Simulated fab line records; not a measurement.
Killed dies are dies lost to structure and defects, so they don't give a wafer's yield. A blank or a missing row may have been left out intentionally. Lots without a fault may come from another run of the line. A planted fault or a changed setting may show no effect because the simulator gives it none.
fab line records | flow gf180mcu
[record] lots = 12 wafers = 36 last-day = 34
route steps=602 shown M4@456 V4@476
lots with no fault: from the same line, run without faults
start-h: the number of hours between the record's first day and the start of the first shown wafer of the lot | wait-h: time in hours since the lot's previous step | " same as the row above | L1.1+2: a row that stands for several wafers | - no value, or no start was given | * or withheld: withheld | < > ~ a bound
route shown NAME@n: NAME is a module with steps in the file, n the number in the route of the first one | usual: the fault-free wafers' mean and standard deviation | same: alike in all rows | chamber/n: place in a boat | sites: the reading at each site | _std_site: the standard deviation of these | _edge_site: outer sites' mean less inner sites' | radius-mm: how far each site lies from the wafer's centre | mask NAME#n: copy n | behind: tool/chamber where the wafer was last shaped | hold: cause of the lot's hold/its duration in hours/its outcome | device: the n, p or np transistor that did not switch | end of line: the same wafers' tests at the end of the route | step lacking rows: just its recipe | killed: at the first sort, the dies lost to defects and structure; wafer yield is something else | map: per-die view of a wafer (x killed, . not killed, _ where there is no die)
set.NAME: the setting the step ran with; set.NAME@STEP: the setting that earlier step ran with | model.NAME: the simulator's own value behind a step, which no gauge read
route steps across a sampled set of lots; one table per step, one row per wafer
services: from which hour (start-h, from the record's first day; less than 0 if before it) a tool's chamber was out of use, for how many hours, and why
[[steps]]
[step GF_M4_SPUTTER_00]
[recipe] material = Ti target-thk-nm = 37.5 arriving-ion-energy-ev = 80 substrate-temp-c = 200 chamber-pressure-pa = 1.952 power-w = 4000 time-s = 150
[usual] cathode-dc-power-W = 3999.9/0.78 throttle-valve-pct = 30.2/0.88
// columns lot.wafer tool chamber start-h wait-h cathode-dc-power-W throttle-valve-pct
L924.1 pvd-sputter-04 - 519.76 0.2 3999.3 30.4
L924.3 " - " " 4000.7 29.6
L924.5 " - " " 3997.6 30.7
L925.1 pvd-sputter-02 - 520.07 0.1 3999.7 30.6
L925.2 " - " " 3998.7 30.0
L925.3 " - " " 4000.4 30.4
L926.1 pvd-sputter-02 - 535.85 0.2 3999.1 29.1
L926.5 " - " " 4000.5 30.7
L926.6 " - " " 3999.2 30.7
L929.1 pvd-sputter-03 - 560.50 0.1 4000.2 31.2
L929.3 " - " " 3999.6 31.3
L929.4 " - " " 3999.1 30.0
L933.3 pvd-sputter-04 - 595.03 0.2 3997.9 28.3
L933.4 " - " " 4000.6 29.5
L933.6 " - " " 3998.3 30.5
L934.2 pvd-sputter-03 - 600.06 0.1 3999.5 31.1
L934.4 " - " " 3999.5 28.8
L934.5 " - " " 4000.2 31.3
L935.2 pvd-sputter-03 - 606.42 0.2 3999.9 30.9
L935.3 " - " " 4000.8 28.8
L935.6 " - " " 4000.0 31.2
L938.1 pvd-sputter-03 - 630.58 0.2 4000.3 30.1
L938.2 " - " " 3999.4 31.4
L938.4 " - " " 3999.8 31.0
L939.3 pvd-sputter-03 - 638.79 0.1 4001.0 31.3
L939.4 " - " " 4000.0 29.8
L939.6 " - " " 4000.1 31.0
L940.1 pvd-sputter-03 - 644.41 0.2 4000.0 28.9
L940.5 " - " " 3999.4 31.4
L940.6 " - " " 4000.4 31.3
L943.2 pvd-sputter-04 - 670.33 0.1 4000.5 28.7
L943.3 " - " " 4000.5 31.2
L943.6 " - " " 4000.9 30.8
L947.1 pvd-sputter-02 - 697.44 0.2 3999.3 30.0
L947.5 " - " " 3999.0 30.5
L947.6 " - " " 4000.1 29.0
[step GF_M4_METAL_ETCH_16]
[recipe] chemistry = Cl2/BCl3 mask-material = KrF target-depth-nm = 627.5 stop-on = SiO2 pressure-mtorr = 8 icp-w = 800 bias-w = 140 Cl2_flow_sccm = 80 bcl3-flow-sccm = 40 time-s = 104.6
[usual] drypump-motor-current-A = 5.6/0.48 oes-product-au = 0.973/0.0065 throttle-valve-pct = 28.250/0.011
// columns lot.wafer tool chamber start-h wait-h drypump-motor-current-A oes-product-au rf-hours-counter-h throttle-valve-pct
L924.1 rie-metal-04 0 543.07 0.0 6.0 0.987 7 28.224
L924.3 " 1 " " 5.4 0.978 - 28.241
L924.5 " 1 " " 5.4 0.980 - 28.239
L925.1 rie-metal-02 1 543.42 0.0 5.0 0.978 3 28.251
L925.2 " 0 " " 5.3 0.967 6 28.254
L925.3 " 1 " " 5.0 0.981 - 28.233
L926.1 rie-metal-02 0 558.67 0.0 5.3 0.974 6 28.251
L926.5 " 1 " " 5.0 0.975 - 28.235
L926.6 " 0 " " 5.3 0.992 - 28.235
L929.1 rie-metal-02 0 582.72 0.0 5.3 0.975 7 28.256
L929.3 " 0 " " 5.3 0.977 - 28.249
L929.4 " 1 " " 5.0 0.973 - 28.250
L933.3 rie-metal-01 0 616.65 0.1 6.4 0.972 - 28.265
L933.4 " 1 " " 6.1 0.970 - 28.248
L933.6 " 1 " " 6.1 0.980 - 28.250
L934.2 rie-metal-01 1 621.52 0.0 6.1 0.968 13 28.239
L934.4 " 1 " " 6.1 0.973 - 28.246
L934.5 " 0 " " 6.4 0.965 - 28.258
L935.2 rie-metal-04 1 627.50 0.1 5.4 0.963 - 28.257
L935.3 " 1 " " 5.4 0.971 - 28.260
L935.6 " 1 " " 5.4 0.973 - 28.262
L938.1 rie-metal-04 1 651.22 0.0 5.3 0.971 11 28.257
L938.2 " 0 " " 6.0 0.972 10 28.244
L938.4 " 0 " " 6.0 0.980 - 28.257
L939.3 rie-metal-04 0 659.01 0.1 6.0 0.974 - 28.245
L939.4 " 1 " " 5.4 0.973 - 28.264
L939.6 " 0 " " 6.0 0.970 - 28.228
L940.1 rie-metal-02 1 664.51 0.0 5.0 0.977 7 28.247
L940.5 " 1 " " 5.0 0.984 - 28.270
L940.6 " 0 " " 5.3 0.968 - 28.239
L943.2 rie-metal-02 1 689.69 0.0 5.0 0.977 7 28.242
L943.3 " 1 " " 5.0 0.966 - 28.263
L943.6 " 1 " " 5.0 0.969 - 28.238
L947.1 rie-metal-02 0 716.31 0.0 5.3 0.981 12 28.246
L947.5 " 0 " " 5.4 0.981 - 28.254
L947.6 " 1 " " 5.0 0.979 - 28.246
[step GF_V4_CVD_00]
[recipe] material = SiO2 target-thk-nm = 600 sigma-open-frac = 0.3 temp-c = 400 time-s = 100 sih4-flow-sccm = 60 pressure-mtorr = 6
[usual] pressure-mtorr = 6.001/0.012 sih4-flow-sccm = 59.99/0.17
// columns lot.wafer tool chamber start-h wait-h pressure-mtorr sih4-flow-sccm
L924.1 hdpcvd-02 0 543.88 0.0 6.002 59.46
L924.3 " 2 " " 5.990 60.10
L924.5 " 1 " " 5.974 59.96
L925.1 hdpcvd-02 0 544.08 0.0 5.998 60.22
L925.2 " 2 " " 5.990 59.89
L925.3 " 1 " " 5.976 60.19
L926.1 hdpcvd-01 0 559.34 0.0 5.969 59.70
L926.5 " 2 " " 6.001 59.85
L926.6 " 1 " " 6.001 60.27
L929.1 hdpcvd-02 0 583.76 0.0 6.014 59.99
L929.3 " 2 " " 6.009 59.91
L929.4 " 0 " " 6.010 59.86
L933.3 hdpcvd-02 2 617.26 0.0 6.005 60.13
L933.4 " 0 " " 6.009 59.75
L933.6 " 1 " " 5.995 60.02
L934.2 hdpcvd-02 1 622.16 0.0 6.014 59.91
L934.4 " 2 " " 6.004 71.79
L934.5 " 1 " " 5.985 59.88
L935.2 hdpcvd-02 2 628.22 0.0 6.021 72.04
L935.3 " 0 " " 6.013 60.11
L935.6 " 1 " " 6.007 59.89
L938.1 hdpcvd-01 2 651.88 0.0 5.994 59.97
L938.2 " 1 " " 5.993 60.05
L938.4 " 2 " " 5.987 60.17
L939.3 hdpcvd-01 1 659.63 0.0 5.999 60.17
L939.4 " 2 " " 6.027 60.18
L939.6 " 0 " " 6.003 59.67
L940.1 hdpcvd-01 0 665.16 0.0 6.018 59.86
L940.5 " 2 " " 5.995 59.85
L940.6 " 1 " " 6.007 60.20
L943.2 hdpcvd-01 0 690.35 0.0 5.996 59.84
L943.3 " 2 " " 6.007 60.16
L943.6 " 1 " " 6.001 59.97
L947.1 hdpcvd-01 2 717.00 0.0 6.012 60.31
L947.5 " 0 " " 6.004 60.23
L947.6 " 2 " " 5.993 60.12
[step GF_V4_THK_MEAS_01]
[recipe] reads = SiO2_of_V4_CVD_00
[usual] V4_CVD_00_THK = 599/5.9
// columns lot.wafer tool chamber start-h wait-h hold V4_CVD_00_THK[nm]
L924.1 film-metro-04 - 543.95 0.0 - 597
L924.3 " - " " - 597
L924.5 " - " " - 596
L925.1 film-metro-02 - 544.15 0.0 - 593
L925.2 " - " " - 599
L925.3 " - " " - 599
L926.1 film-metro-04 - 559.41 0.0 - 589
L926.5 " - " " - 597
L926.6 " - " " - 596
L929.1 film-metro-03 - 583.87 0.1 - 598
L929.3 " - " " - 599
L929.4 " - " " - 608
L933.3 film-metro-02 - 617.35 0.1 - 603
L933.4 " - " " - 601
L933.6 " - " " - 607
L934.2 film-metro-04 - 622.24 0.0 await-dispo/0.2h/release 601
L934.4 " - " " await-dispo/0.2h/release 720
L934.5 " - " " await-dispo/0.2h/release 599
L934.2 film-metro-04 - 622.47 0.2 - 600
L934.4 " - " " - 720
L934.5 " - " " - 600
L935.2 film-metro-04 - 628.31 0.0 await-dispo/0.2h/release 722
L935.3 " - " " await-dispo/0.2h/release 604
L935.6 " - " " await-dispo/0.2h/release 606
L935.2 film-metro-04 - 628.53 0.2 - 723
L935.3 " - " " - 605
L935.6 " - " " - 606
L938.1 film-metro-02 - 651.95 0.0 - 601
L938.2 " - " " - 604
L938.4 " - " " - 600
L939.3 film-metro-04 - 659.72 0.1 - 597
L939.4 " - " " - 601
L939.6 " - " " - 595
L940.1 film-metro-03 - 665.34 0.1 - 597
L940.5 " - " " - 611
L940.6 " - " " - 594
L943.2 film-metro-03 - 690.43 0.0 - 580
L943.3 " - " " - 590
L943.6 " - " " - 594
L947.1 film-metro-03 - 717.07 0.0 - 602
L947.5 " - " " - 598
L947.6 " - " " - 608
[step GF_V4_OVL_MEAS_15]
[usual] V4_OVL = 0/5.2
// columns lot.wafer tool chamber start-h wait-h V4_OVL[nm]
L924.1 overlay-02 - 566.54 0.1 15
L924.3 " - " " 9
L924.5 " - " " 6
L925.1 overlay-02 - 567.09 0.1 -5
L925.2 " - " " -6
L925.3 " - " " -8
L926.1 overlay-01 - 581.92 0.1 0
L926.5 " - " " -8
L926.6 " - " " -2
L929.1 overlay-01 - 605.07 0.1 -4
L929.3 " - " " -6
L929.4 " - " " -5
L933.3 overlay-01 - 638.65 0.1 1
L933.4 " - " " 4
L933.6 " - " " 9
L934.2 overlay-01 - 644.07 0.1 -2
L934.4 " - " " -7
L934.5 " - " " -4
L935.2 overlay-01 - 649.37 0.1 3
L935.3 " - " " 1
L935.6 " - " " 4
L938.1 overlay-02 - 672.52 0.1 0
L938.2 " - " " 4
L938.4 " - " " 4
L939.3 overlay-01 - 678.75 0.1 -2
L939.4 " - " " 2
L939.6 " - " " 5
L940.1 overlay-02 - 685.51 0.1 -6
L940.5 " - " " 7
L940.6 " - " " -2
L943.2 overlay-01 - 709.66 0.1 5
L943.3 " - " " 5
L943.6 " - " " 4
L947.1 overlay-02 - 734.87 0.1 -1
L947.5 " - " " 2
L947.6 " - " " -5
[[services]]
// columns tool chamber start-h hours kind
rie-metal-02 0 501.40 1.8 repair
rie-metal-04 - 505.51 1.2 repair
hdpcvd-01 - 539.25 15.0 pm
hdpcvd-01 0 539.25 15.0 vent-cycle
hdpcvd-01 1 539.25 15.0 vent-cycle
hdpcvd-01 2 539.25 15.0 vent-cycle
hdpcvd-01 - 554.25 2.8 pm
hdpcvd-01 0 554.25 - clean
hdpcvd-01 1 554.25 - clean
rie-metal-01 0 555.06 6.4 repair
rie-metal-01 1 557.82 6.9 repair
hdpcvd-02 0 566.56 16.1 repair
pvd-sputter-04 - 573.51 2.1 repair
hdpcvd-02 1 581.51 9.5 repair
hdpcvd-02 0 589.30 7.0 repair
pvd-sputter-04 - 604.51 3.5 repair
pvd-sputter-02 - 617.70 6.2 repair
hdpcvd-01 - 620.16 6.0 pm
rie-metal-04 0 623.44 6.7 repair
rie-metal-01 1 624.75 4.2 repair
hdpcvd-02 2 639.41 6.3 repair
rie-metal-01 - 650.47 2.8 pm
pvd-sputter-03 - 677.38 1.3 repair
rie-metal-04 1 686.45 9.8 repair
[[key]]
[first-sign] step = GF_V4_CVD_00 reading = sih4-flow-sccm direction = up sigmas = 68 usual = 59.99 struck = 71.92
[effect] step = GF_V4_THK_MEAS_01 reading = visit direction = added
[effect] step = GF_V4_THK_MEAS_01 reading = V4_CVD_00_THK direction = up sigmas = 21 usual = 599 struck = 721
met-at GF_V4_CVD_00
struck-lots L934,L935
struck-wafers L934.4,L935.2
not-acting-at GF_M4_SPUTTER_00,GF_M4_METAL_ETCH_16,GF_V4_OVL_MEAS_15
onset-between 617.26 622.16
[fault] kind = process-parameter-drift tool = hdpcvd-02 chamber = 2 onset-h = 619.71 steps = GF_V4_CVD_00 channel = sih4-flow-sccm offset = 12 shape = step end-h = 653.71 acts-in = these-recipes-only stated = 60
